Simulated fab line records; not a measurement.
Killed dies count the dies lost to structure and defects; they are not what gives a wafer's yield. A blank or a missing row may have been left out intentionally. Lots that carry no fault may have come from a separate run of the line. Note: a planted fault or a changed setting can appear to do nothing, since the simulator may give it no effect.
Comparing a struck lot with a sound one	flow sky130	17 steps out of a route of 708
Sound: the wafers L689.1, L689.2, L689.4. Struck: wafer L699.5. (L699.1, L699.4 of the same lot were not struck and are left out.) The cause comes at the end.
Per side, at each step with rows, come the tool, then ch with its chambers, and then its first start. Under that, the readings that differ: sound wafers	struck wafers	difference of the means	sigmas: that difference in standard deviations of wafers without a fault.
alike: words and numbers the same on both sides, and readings whose means are apart by under 2 such deviations; not compared: readings that were withheld, readings missing a value for some wafer, numbers with overlapping values and no deviation given by the record, and bounds like >300 which may hide the same value.
A row with sigmas, a row that says differs or no value, or rows on one side alone: a step with any of these is where the two part. When numbers do not overlap yet have no deviation, they are printed without sigmas and do not part them. Lack of a reading on every wafer of one side parts them only where that side has two or more wafers.

first, 3 steps without rows for these wafers: SKY_VIA3_EXPOSE_09 (exposes mask VIM3, target cd 200 nm); SKY_VIA3_PEB_10; SKY_VIA3_DEVELOP_11 (develop time 60 s).
SKY_VIA3_CD_MEAS_12: target cd 200 nm.
  struck on cd_sem-02, day 43 20:10; sound on cd_sem-01, day 41 01:51
  alike: cd_nm
SKY_VIA3_OVL_MEAS_13:
  struck on overlay-02, day 43 20:17; sound on overlay-02, day 41 01:58
  alike: VIA3_OVL
SKY_VIA3_ETCH_14: etches BARC in N2/H2, stops on SiO2, time 45.9 s, target depth 60 nm.
  sound on rie_diel-03 ch 0,2,3, day 41 02:00; struck on rie_diel-03 ch 1, day 43 20:19
  alike: drypump_motor_current_A, oes_product_au, rf_fwd_power_W, throttle_valve_pct
  not compared: rf_hours_counter_h
SKY_VIA3_ETCH_15: etches SiO2 in C4F8/O2/Ar, stops on TiN, target depth 507 nm, time 78 s.
  sound on rie_diel-03 ch 0,2,3, day 41 02:02; struck on rie_diel-03 ch 1, day 43 20:22
  alike: oes_product_au, rf_fwd_power_W
  not compared: rf_hours_counter_h
SKY_VIA3_STRIP_16: strips in O2/N2.
  sound on plasma_asher-02 ch 0,1, day 41 02:06; struck on plasma_asher-02 ch 0, day 43 20:25
reading	sound	struck	difference	sigmas
oes_product_au (a.u.)	0.393 0.397 0.397	0.410	+0.014	+3
  alike: drypump_motor_current_A, strip_time_to_endpoint_s
  not compared: rf_hours_counter_h
then, 3 steps without rows for these wafers: SKY_VIA3_STRIP_17 (strips in post etch residue remover, time 1200 s); SKY_VIA3_CLEAN_18 (cleans in IPA, time 180 s); SKY_VIA3_CLEAN_19 (cleans in O3/DIW).
SKY_VIA3_SPUTTER_20: material TiN, target thk 20 nm, time 80 s.
  struck on pvd_sputter-02, day 43 21:03; sound on pvd_sputter-01, day 41 02:44
  alike: throttle_valve_pct
SKY_VIA3_CVD_21: deposits W, target thk 390 nm, time 117.31 s.
  sound on cvd_w-01 ch 0,1, day 41 02:48; struck on cvd_w-01 ch 0, day 43 21:07
reading	sound	struck	difference	sigmas
model.W_of_VIA3_CVD_21.thk_nm (nm)	390.3 384.5 387.7	405.8	+18.3	
  alike: heater_power_outer_w, heater_power_w
SKY_VIA3_RS_MEAS_22: measurement is done with a four-point probe.
  struck on film_metro-02, day 43 21:14; sound on film_metro-02, day 41 02:55
reading	sound	struck	difference	sigmas
VIA3_W_RS (ohm/sq)	0.293 0.298 0.296	0.282	-0.014	-4
SKY_VIA3_THK_MEAS_23: measures by xrf.
  struck on film_metro-02, day 43 21:21; sound on film_metro-02, day 41 03:02
reading	sound	struck	difference	sigmas
VIA3_W_THK (nm)	391 383 388	408	+21	+4
SKY_VIA3_CMP_24: polishes, stops on SiO2, t overpolish 20 s, target thk 0 nm.
  sound on cmp-02 ch 0,2,3, day 41 03:06; struck on cmp-01 ch 0, day 43 21:25
reading	sound	struck	difference	sigmas
time_to_endpoint_s (s)	92 90 90	97	+6	+2
  alike: motor_current_A, overpolish_run_s
next, for these wafers, 1 step has no rows: SKY_PAD_OPEN_PROBE_99.

== WHERE THEY PART ==
Last at SKY_VIA3_CMP_24 as far as this record goes, first at SKY_VIA3_STRIP_16.

WHY: the cause the simulator had injected
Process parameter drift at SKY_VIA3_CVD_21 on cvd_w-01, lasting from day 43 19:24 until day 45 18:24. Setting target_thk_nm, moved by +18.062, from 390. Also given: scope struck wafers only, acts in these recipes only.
